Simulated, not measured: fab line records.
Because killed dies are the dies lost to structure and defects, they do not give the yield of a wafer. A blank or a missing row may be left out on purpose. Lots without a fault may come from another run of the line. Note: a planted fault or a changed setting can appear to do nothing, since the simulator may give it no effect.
A struck lot beside a sound one / flow sky130 / 21 steps out of a route of 708
Sound: wafers L620.3, L620.4, L620.6. The struck wafers were L604.2, L604.3, L604.5. The cause is given at the end.
At each step with rows: each side's tool, then ch and its chambers, then its first start. Under that, the readings that differ: sound wafers / struck wafers / difference of the means / sigmas: that difference in standard deviations of wafers without a fault.
alike: readings whose means differ by less than 2 such deviations, and words and numbers that are the same on both sides. not compared: withheld readings, readings that some wafer has no value for, bounds like >300 that may hide the same value, and numbers for which the record gives no deviation and whose values overlap.
A row with sigmas, a row that says differs or no value, or rows on one side alone: a step with any of these is where the two part. Non-overlapping numbers with no deviation appear without sigmas and do not part them. Lack of a reading on every wafer of one side parts them only where that side has two or more wafers.

first, 1 step without rows for these wafers: SKY_RES_XHIGH_IMPLANT_07.
SKY_RES_XHIGH_STRIP_08: strips in O2/N2.
  sound on plasma_asher-04 ch 0,1, day 32 08:56; struck on plasma_asher-04 ch 0,1, day 26 13:15
  alike: drypump_motor_current_A, oes_product_au, strip_time_to_endpoint_s
  not compared: rf_hours_counter_h
SKY_RES_XHIGH_TW_MEAS_09:
  sound: film_metro-04 at day 32 09:01; struck: film_metro-02 at day 26 13:22
  alike: RES_XHIGH_TW
then, 7 steps without rows for these wafers: SKY_SD_N_DEHYDRATE_00 (time 60 s); SKY_SD_N_HMDS_01 (prime time 60 s); SKY_SD_N_COAT_02 (resist thk 1140 nm); SKY_SD_N_SOFTBAKE_03 (time 60 s); SKY_SD_N_EXPOSE_04 (exposes mask NSDM, target cd 380 nm); SKY_SD_N_PEB_05; SKY_SD_N_DEVELOP_06 (develop time 60 s).
SKY_SD_N_CD_MEAS_07 targets a cd of 380 nm.
  sound: cd_sem-01 at day 33 10:47; struck: cd_sem-01 at day 27 18:22
  alike: cd_nm
SKY_SD_N_OVL_MEAS_08:
  sound: overlay-01 at day 33 10:53; struck: overlay-02 at day 27 18:29
  alike: SD_N_OVL
SKY_SD_N_IMPLANT_09:
  sound on implanter-01 ch 0, day 33 10:58; struck on implanter-04 ch 0, day 27 18:51
  alike: end_station_pressure_torr
then, 1 step without rows for these wafers: SKY_SD_N_IMPLANT_10.
SKY_SD_N_STRIP_11: strips in O2/N2.
  sound on plasma_asher-01 ch 0,1, day 33 11:14; struck on plasma_asher-01 ch 0,1, day 27 19:08
reading=oes_product_au (a.u.); sound=0.522 0.527 0.527; struck=0.508 0.511 0.507; difference=-0.017; sigmas=-4
reading=strip_time_to_endpoint_s (s); sound=22.53 22.53 22.50; struck=23.75 23.75 23.79; difference=+1.24; sigmas=+36
  alike: drypump_motor_current_A
  not compared: rf_hours_counter_h
SKY_SD_N_TW_MEAS_12:
  sound: film_metro-03 at day 33 11:20; struck: film_metro-04 at day 27 19:14
  alike: SD_N_TW
then, 1 step without rows for these wafers: SKY_SD_N_CLEAN_13 (cleans in SC1/SC2, time 150 s).
SKY_SD_N_RTA_14: time 2 s.
  sound on rtp_anneal-02 ch 0, day 33 11:26; struck on rtp_anneal-01 ch 0, day 27 19:20
  alike: lamp_power_pct, wafer_temp_C_max
SKY_SD_N_RS_MEAS_16: uses a four-point probe to measure.
  sound: film_metro-03 at day 33 11:38; struck: film_metro-02 at day 27 19:32
reading=SD_N_RS (ohm/sq); sound=68.45 68.42 68.55; struck=63.70 63.65 63.70; difference=-4.79; sigmas=-37
SKY_SD_N_RS_MEAS_17: uses a four-point probe to measure.
  sound: film_metro-03 at day 33 11:46; struck: film_metro-02 at day 27 19:39
  alike: SD_P_RS
-- here the record skips 18 days between the struck wafers' starts before and after, leaving off in module SD_N and picking up in module PAD_OPEN (first step shown: number 708 of the route) --
SKY_PAD_OPEN_PROBE_99:
  sound: prober-01 at day 49 17:49; struck: prober-01 at day 45 16:20
reading=model.etest.res_ndiff.line_ohm_um; sound=775.7 773 760.4; struck=660.4 657.1 653.3; difference=-112.8; sigmas=
reading=model.etest.sonos_uncharged.r_on_ohm_um; sound=801.4 818 804.8; struck=759.8 763.2 763.8; difference=-45.8; sigmas=
reading=model.etest.nfet_g5v0d10v5.r_on_ohm_um; sound=1841 1869 1861; struck=1781 1812 1817; difference=-54; sigmas=
reading=model.etest.nfet_01v8.r_on_ohm_um; sound=838.4 843.7 834.4; struck=802.4 819 805.8; difference=-29.8; sigmas=
reading=model.etest.nfet_01v8_lvt.drive_ua_um; sound=571.1 561.6 572.5; struck=595.7 585.2 589.7; difference=+21.8; sigmas=
reading=model.etest.licon_ndiff.rc_ohm; sound=178.4 177.7 176.7; struck=151.7 156.3 158.4; difference=-22.1; sigmas=
reading=model.etest.sram_nfet_pass.drive_ua_um; sound=489 492.5 488.7; struck=496.2 500.3 515.4; difference=+13.9; sigmas=
reading=model.etest.nfet_01v8.drive_ua_um; sound=498.8 491.3 507; struck=522.1 511.2 510.6; difference=+15.6; sigmas=
  alike: killed_at_M0_to_M3, killed_at_M4_up, killed_at_contacts, killed_at_front_end, killed_at_other, killed_dies, killed_open, killed_short

## WHERE THEY PART
At SKY_SD_N_STRIP_11 first; at SKY_SD_N_RS_MEAS_16 last (within this record only). Later steps at which nothing parts them and some readings are alike: SKY_SD_N_RS_MEAS_17, SKY_PAD_OPEN_PROBE_99.

WHY: whatever the simulator had introduced
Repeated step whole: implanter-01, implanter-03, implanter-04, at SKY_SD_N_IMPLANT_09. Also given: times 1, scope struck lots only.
